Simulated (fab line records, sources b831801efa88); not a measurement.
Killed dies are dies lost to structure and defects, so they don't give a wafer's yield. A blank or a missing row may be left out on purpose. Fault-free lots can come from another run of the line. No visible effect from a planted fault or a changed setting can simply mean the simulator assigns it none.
fab line records -- flow gf180mcu
record: lots: 14, wafers: 42, last_day: 34
route steps=602 shown HV_LDD@195
lots that met no fault: taken from a fault-free run of the same line
start_h: start of the lot's first displayed wafer, in hours after the record's first day -- wait_h: hours since the lot's step before -- " the same as in the row above -- L1.1+2: one row covering several wafers at once -- - either no value or no given start -- * or withheld: withheld -- < > ~ a bound
route shown NAME@n: names a module that has steps shown in the file, with the first one's number in the route -- usual: mean/standard deviation of fault-free wafers -- same: alike in all rows -- chamber/n: place in a boat -- sites: each site's reading -- _std_site: standard deviation of those values -- _edge_site: mean of outer sites minus mean of inner sites -- radius_mm: how far each site lies from the wafer's centre -- mask NAME#n: copy n -- behind: the most recent tool/chamber to have shaped the wafer -- hold: what put the lot on hold/how long, in hours/how the hold closed -- device: the n, p or np transistor that did not switch -- end of line: the same wafers' tests at the end of the route -- a step without rows: its recipe alone -- killed: count of dies lost to structure and defects at first sort (not the wafer's yield) -- map: a wafer's dies, marking killed ones x, the rest . and places with no die _
set.NAME: the setting that was run; set.NAME@STEP: the one run at that earlier step -- model.NAME: the simulator's own value behind a step, which no gauge read
one table for each step of the route and one row for each wafer, over a sample of lots
services: a tool's chamber out of use, with start hour (start_h, from the record's first day; less than 0 if before it), hours out, and reason
== steps ==
step: GF_HV_LDD_CD_MEAS_19
recipe: target_cd_nm: 400
usual: cd_nm: 399.2/2.3
lot.wafer,tool,chamber,start_h,wait_h,cd_nm
L685.2,cd_sem-02,-,246.47,0.1,401.6
L685.3,cd_sem-02,-,246.47,0.1,401.3
L685.4,cd_sem-02,-,246.47,0.1,400.3
L686.1,cd_sem-02,-,253.85,0.1,399.2
L686.3,cd_sem-02,-,253.85,0.1,399.3
L686.5,cd_sem-02,-,253.85,0.1,401.6
L687.1,cd_sem-01,-,257.98,0.1,398.5
L687.2,cd_sem-01,-,257.98,0.1,397.2
L687.4,cd_sem-01,-,257.98,0.1,396.9
L688.3,cd_sem-02,-,268.39,0.1,398.4
L688.5,cd_sem-02,-,268.39,0.1,397.3
L688.6,cd_sem-02,-,268.39,0.1,398.7
L689.2,cd_sem-02,-,272.71,0.1,397.3
L689.4,cd_sem-02,-,272.71,0.1,394.8
L689.6,cd_sem-02,-,272.71,0.1,396.6
L690.3,cd_sem-01,-,284.25,0.3,403.0
L690.5,cd_sem-01,-,284.25,0.3,402.2
L690.6,cd_sem-01,-,284.25,0.3,400.8
L692.1,cd_sem-01,-,295.20,0.1,401.0
L692.2,cd_sem-01,-,295.20,0.1,402.4
L692.5,cd_sem-01,-,295.20,0.1,405.3
L693.4,cd_sem-02,-,300.01,0.1,400.7
L693.5,cd_sem-02,-,300.01,0.1,398.9
L693.6,cd_sem-02,-,300.01,0.1,400.8
L694.1,cd_sem-01,-,311.18,0.1,399.0
L694.3,cd_sem-01,-,311.18,0.1,397.4
L694.5,cd_sem-01,-,311.18,0.1,399.6
L697.2,cd_sem-02,-,332.60,0.1,398.8
L697.4,cd_sem-02,-,332.60,0.1,396.9
L697.6,cd_sem-02,-,332.60,0.1,397.8
L698.1,cd_sem-02,-,341.28,0.1,397.1
L698.4,cd_sem-02,-,341.28,0.1,396.5
L698.6,cd_sem-02,-,341.28,0.1,394.1
L705.2,cd_sem-01,-,392.87,0.1,399.1
L705.3,cd_sem-01,-,392.87,0.1,398.7
L705.6,cd_sem-01,-,392.87,0.1,399.4
L706.1,cd_sem-01,-,412.49,0.1,400.0
L706.4,cd_sem-01,-,412.49,0.1,401.0
L706.6,cd_sem-01,-,412.49,0.1,400.1
L707.2,cd_sem-01,-,415.87,0.1,399.2
L707.5,cd_sem-01,-,415.87,0.1,399.6
L707.6,cd_sem-01,-,415.87,0.1,397.3
step: GF_HV_LDD_OVL_MEAS_32
usual: HV_LDD_02_OVL: -0.7/1.2
lot.wafer,tool,chamber,start_h,wait_h,HV_LDD_02_OVL[nm]
L685.2,overlay-02,-,266.01,0.1,-0.4
L685.3,overlay-02,-,266.01,0.1,0.7
L685.4,overlay-02,-,266.01,0.1,-0.9
L686.1,overlay-02,-,273.86,0.1,1.2
L686.3,overlay-02,-,273.86,0.1,-0.9
L686.5,overlay-02,-,273.86,0.1,-0.4
L687.1,overlay-02,-,278.06,0.1,-0.1
L687.2,overlay-02,-,278.06,0.1,-0.4
L687.4,overlay-02,-,278.06,0.1,1.2
L688.3,overlay-01,-,288.56,0.1,-0.6
L688.5,overlay-01,-,288.56,0.1,1.2
L688.6,overlay-01,-,288.56,0.1,2.3
L689.2,overlay-01,-,293.18,0.1,1.3
L689.4,overlay-01,-,293.18,0.1,-0.7
L689.6,overlay-01,-,293.18,0.1,-0.2
L690.3,overlay-02,-,305.08,0.1,-0.5
L690.5,overlay-02,-,305.08,0.1,-2.3
L690.6,overlay-02,-,305.08,0.1,-2.6
L692.1,overlay-02,-,316.45,0.1,1.2
L692.2,overlay-02,-,316.45,0.1,0.0
L692.5,overlay-02,-,316.45,0.1,1.0
L693.4,overlay-02,-,320.37,0.1,-4.0
L693.5,overlay-02,-,320.37,0.1,-3.4
L693.6,overlay-02,-,320.37,0.1,-2.6
L694.1,overlay-02,-,332.86,0.1,-0.6
L694.3,overlay-02,-,332.86,0.1,-2.3
L694.5,overlay-02,-,332.86,0.1,-0.2
L697.2,overlay-01,-,354.11,0.1,0.1
L697.4,overlay-01,-,354.11,0.1,0.3
L697.6,overlay-01,-,354.11,0.1,1.8
L698.1,overlay-02,-,363.65,0.1,0.3
L698.4,overlay-02,-,363.65,0.1,-2.3
L698.6,overlay-02,-,363.65,0.1,-2.3
L705.2,overlay-01,-,416.55,0.1,0.9
L705.3,overlay-01,-,416.55,0.1,0.1
L705.6,overlay-01,-,416.55,0.1,-1.1
L706.1,overlay-01,-,436.95,0.1,-0.7
L706.4,overlay-01,-,436.95,0.1,-1.8
L706.6,overlay-01,-,436.95,0.1,-1.3
L707.2,overlay-02,-,440.35,0.1,-1.9
L707.5,overlay-02,-,440.35,0.1,-2.3
L707.6,overlay-02,-,440.35,0.1,-1.4
step: GF_HV_LDD_IMPLANT_33
recipe: species: P, energy_kev: 60, dose_cm2: 7.5e+12, tilt_deg: 30, rotation_deg: 0
usual: beam_energy_keV: 60.000/0.018, dose_ions_cm2: 7.501e+12/7.3e+09, faraday_current_uA: 42.2/0.85
lot.wafer,tool,chamber,start_h,wait_h,beam_energy_keV,dose_ions_cm2,faraday_current_uA
L685.2,implanter-02,0,266.06,0.0,59.991,7.494e+12,43.6
L685.3,implanter-02,0,266.06,0.0,59.955,7.491e+12,41.9
L685.4,implanter-02,0,266.06,0.0,59.984,7.505e+12,41.5
L686.1,implanter-02,0,273.89,0.0,60.005,7.492e+12,43.6
L686.3,implanter-02,0,273.89,0.0,59.992,7.5e+12,42.0
L686.5,implanter-02,0,273.89,0.0,60.003,7.49e+12,41.7
L687.1,implanter-02,0,278.09,0.0,60.027,7.507e+12,42.4
L687.2,implanter-02,0,278.09,0.0,60.012,7.511e+12,43.3
L687.4,implanter-02,0,278.09,0.0,60.014,7.52e+12,43.6
L688.3,implanter-02,0,288.64,0.1,60.006,7.516e+12,42.1
L688.5,implanter-02,0,288.64,0.1,60.038,7.505e+12,42.8
L688.6,implanter-02,0,288.64,0.1,60.034,7.509e+12,42.2
L689.2,implanter-02,0,293.23,0.0,59.993,7.508e+12,41.6
L689.4,implanter-02,0,293.23,0.0,60.015,7.504e+12,43.3
L689.6,implanter-02,0,293.23,0.0,59.989,7.5e+12,44.4
L690.3,implanter-03,0,305.16,0.1,59.979,7.507e+12,40.8
L690.5,implanter-03,0,305.16,0.1,60.007,7.494e+12,42.3
L690.6,implanter-03,0,305.16,0.1,59.993,7.511e+12,41.2
L692.1,implanter-03,0,316.49,0.0,60.005,7.511e+12,41.7
L692.2,implanter-03,0,316.49,0.0,59.991,7.499e+12,41.7
L692.5,implanter-03,0,316.49,0.0,60.016,7.502e+12,42.9
L693.4,implanter-02,0,320.47,0.1,60.000,7.507e+12,42.3
L693.5,implanter-02,0,320.47,0.1,59.969,7.516e+12,42.8
L693.6,implanter-02,0,320.47,0.1,59.975,7.501e+12,42.4
L694.1,implanter-03,0,332.89,0.0,60.001,7.485e+12,40.4
L694.3,implanter-03,0,332.89,0.0,60.016,7.513e+12,41.8
L694.5,implanter-03,0,332.89,0.0,60.021,7.499e+12,41.4
L697.2,implanter-02,0,354.17,0.0,59.998,6.445e+12,36.6
L697.4,implanter-02,0,354.17,0.0,60.006,6.436e+12,37.3
L697.6,implanter-02,0,354.17,0.0,59.999,6.441e+12,35.8
L698.1,implanter-02,0,363.68,0.0,60.002,6.452e+12,36.9
L698.4,implanter-02,0,363.68,0.0,59.986,6.442e+12,37.6
L698.6,implanter-02,0,363.68,0.0,59.996,6.439e+12,36.6
L705.2,implanter-04,0,416.61,0.0,59.970,7.511e+12,40.3
L705.3,implanter-04,0,416.61,0.0,59.987,7.502e+12,41.6
L705.6,implanter-04,0,416.61,0.0,59.993,7.501e+12,41.9
L706.1,implanter-04,0,436.99,0.0,60.018,7.485e+12,42.3
L706.4,implanter-04,0,436.99,0.0,60.020,7.49e+12,43.9
L706.6,implanter-04,0,436.99,0.0,60.028,7.491e+12,42.7
L707.2,implanter-03,0,440.41,0.0,59.989,7.498e+12,42.1
L707.5,implanter-03,0,440.41,0.0,60.012,7.51e+12,42.9
L707.6,implanter-03,0,440.41,0.0,59.997,7.504e+12,43.4
step: GF_HV_LDD_TW_MEAS_38
usual: HV_LDD_3_TW: 1446/16
lot.wafer,tool,chamber,start_h,wait_h,HV_LDD_3_TW
L685.2,film_metro-03,-,266.75,0.1,1445
L685.3,film_metro-03,-,266.75,0.1,1446
L685.4,film_metro-03,-,266.75,0.1,1453
L686.1,film_metro-02,-,274.59,0.1,1465
L686.3,film_metro-02,-,274.59,0.1,1461
L686.5,film_metro-02,-,274.59,0.1,1460
L687.1,film_metro-04,-,278.79,0.1,1411
L687.2,film_metro-04,-,278.79,0.1,1411
L687.4,film_metro-04,-,278.79,0.1,1413
L688.3,film_metro-02,-,289.31,0.1,1457
L688.5,film_metro-02,-,289.31,0.1,1461
L688.6,film_metro-02,-,289.31,0.1,1464
L689.2,film_metro-03,-,293.92,0.1,1452
L689.4,film_metro-03,-,293.92,0.1,1453
L689.6,film_metro-03,-,293.92,0.1,1447
L690.3,film_metro-03,-,305.83,0.1,1458
L690.5,film_metro-03,-,305.83,0.1,1445
L690.6,film_metro-03,-,305.83,0.1,1457
L692.1,film_metro-02,-,317.19,0.1,1460
L692.2,film_metro-02,-,317.19,0.1,1456
L692.5,film_metro-02,-,317.19,0.1,1450
L693.4,film_metro-04,-,321.12,0.1,1424
L693.5,film_metro-04,-,321.12,0.1,1420
L693.6,film_metro-04,-,321.12,0.1,1414
L694.1,film_metro-03,-,333.59,0.1,1452
L694.3,film_metro-03,-,333.59,0.1,1460
L694.5,film_metro-03,-,333.59,0.1,1448
L697.2,film_metro-03,-,354.85,0.1,1438
L697.4,film_metro-03,-,354.85,0.1,1442
L697.6,film_metro-03,-,354.85,0.1,1443
L698.1,film_metro-03,-,364.38,0.1,1427
L698.4,film_metro-03,-,364.38,0.1,1435
L698.6,film_metro-03,-,364.38,0.1,1437
L705.2,film_metro-04,-,417.29,0.1,1409
L705.3,film_metro-04,-,417.29,0.1,1416
L705.6,film_metro-04,-,417.29,0.1,1418
L706.1,film_metro-02,-,437.69,0.1,1450
L706.4,film_metro-02,-,437.69,0.1,1451
L706.6,film_metro-02,-,437.69,0.1,1448
L707.2,film_metro-03,-,441.09,0.1,1467
L707.5,film_metro-03,-,441.09,0.1,1468
L707.6,film_metro-03,-,441.09,0.1,1460
step: GF_HV_LDD_RS_MEAS_53
recipe: thk_meas_gauge: four-point-probe
usual: HV_LDD_RS: 418.6/0.85
lot.wafer,tool,chamber,start_h,wait_h,HV_LDD_RS[ohm/sq]
L685.2,film_metro-03,-,286.94,0.1,419.8
L685.3,film_metro-03,-,286.94,0.1,418.4
L685.4,film_metro-03,-,286.94,0.1,420.4
L686.1,film_metro-04,-,294.97,0.1,417.6
L686.3,film_metro-04,-,294.97,0.1,417.9
L686.5,film_metro-04,-,294.97,0.1,418.9
L687.1,film_metro-03,-,298.99,0.1,419.0
L687.2,film_metro-03,-,298.99,0.1,419.8
L687.4,film_metro-03,-,298.99,0.1,419.7
L688.3,film_metro-04,-,309.98,0.1,418.2
L688.5,film_metro-04,-,309.98,0.1,419.8
L688.6,film_metro-04,-,309.98,0.1,418.9
L689.2,film_metro-03,-,315.34,0.1,417.8
L689.4,film_metro-03,-,315.34,0.1,418.3
L689.6,film_metro-03,-,315.34,0.1,419.7
L690.3,film_metro-03,-,326.95,0.1,417.8
L690.5,film_metro-03,-,326.95,0.1,418.8
L690.6,film_metro-03,-,326.95,0.1,417.8
L692.1,film_metro-03,-,338.26,0.1,418.0
L692.2,film_metro-03,-,338.26,0.1,417.6
L692.5,film_metro-03,-,338.26,0.1,417.7
L693.4,film_metro-02,-,343.18,0.1,417.5
L693.5,film_metro-02,-,343.18,0.1,418.2
L693.6,film_metro-02,-,343.18,0.1,419.1
L694.1,film_metro-02,-,355.26,0.1,417.7
L694.3,film_metro-02,-,355.26,0.1,416.9
L694.5,film_metro-02,-,355.26,0.1,418.3
L697.2,film_metro-02,-,377.89,0.1,420.4
L697.4,film_metro-02,-,377.89,0.1,421.3
L697.6,film_metro-02,-,377.89,0.1,420.4
L698.1,film_metro-02,-,387.62,0.1,420.5
L698.4,film_metro-02,-,387.62,0.1,421.5
L698.6,film_metro-02,-,387.62,0.1,420.5
L705.2,film_metro-02,-,441.80,0.1,418.9
L705.3,film_metro-02,-,441.80,0.1,418.0
L705.6,film_metro-02,-,441.80,0.1,418.3
L706.1,film_metro-02,-,462.57,0.1,418.5
L706.4,film_metro-02,-,462.57,0.1,418.3
L706.6,film_metro-02,-,462.57,0.1,419.0
L707.2,film_metro-04,-,466.03,0.1,418.4
L707.5,film_metro-04,-,466.03,0.1,418.8
L707.6,film_metro-04,-,466.03,0.1,419.8
== services ==
tool,chamber,start_h,hours,kind
implanter-03,-,336.41,3.3,repair
implanter-03,-,357.60,1.8,repair
implanter-04,-,389.88,2.9,repair
implanter-04,-,396.34,3.8,pm
implanter-02,-,410.59,5.2,repair
== key ==
first_sign: step: GF_HV_LDD_IMPLANT_33, reading: dose_ions_cm2, direction: down, sigmas: 99+, usual: 7.501e+12, struck: 6.442e+12
effect: step: GF_HV_LDD_IMPLANT_33, reading: faraday_current_uA, direction: down, sigmas: 6.4, usual: 42.2, struck: 36.8
effect: step: GF_HV_LDD_RS_MEAS_53, reading: HV_LDD_RS, direction: up, sigmas: 2.6, usual: 418.6, struck: 420.8
met_at GF_HV_LDD_IMPLANT_33
struck_lots L697,L698
tester_left_out L697,L698
not_acting_at GF_HV_LDD_CD_MEAS_19,GF_HV_LDD_OVL_MEAS_32,GF_HV_LDD_TW_MEAS_38
onset_between 320.47 354.17
fault: kind: process_parameter_drift, tool: implanter-02, chamber: -, onset_h: 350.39, steps: GF_HV_LDD_IMPLANT_33, channel: dose_cm2, offset: -1.0568e+12, shape: step, end_h: 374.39, acts_in: these_recipes_only, stated: 7.5e+12
tester_left_out: of these lots the tester's yield and bins aren't shown, on N5 and GAA mostly nor the transistor test; their killed dies are dies lost to structure and defects alone, not to doping, threshold or leakage, so they don't give the yield
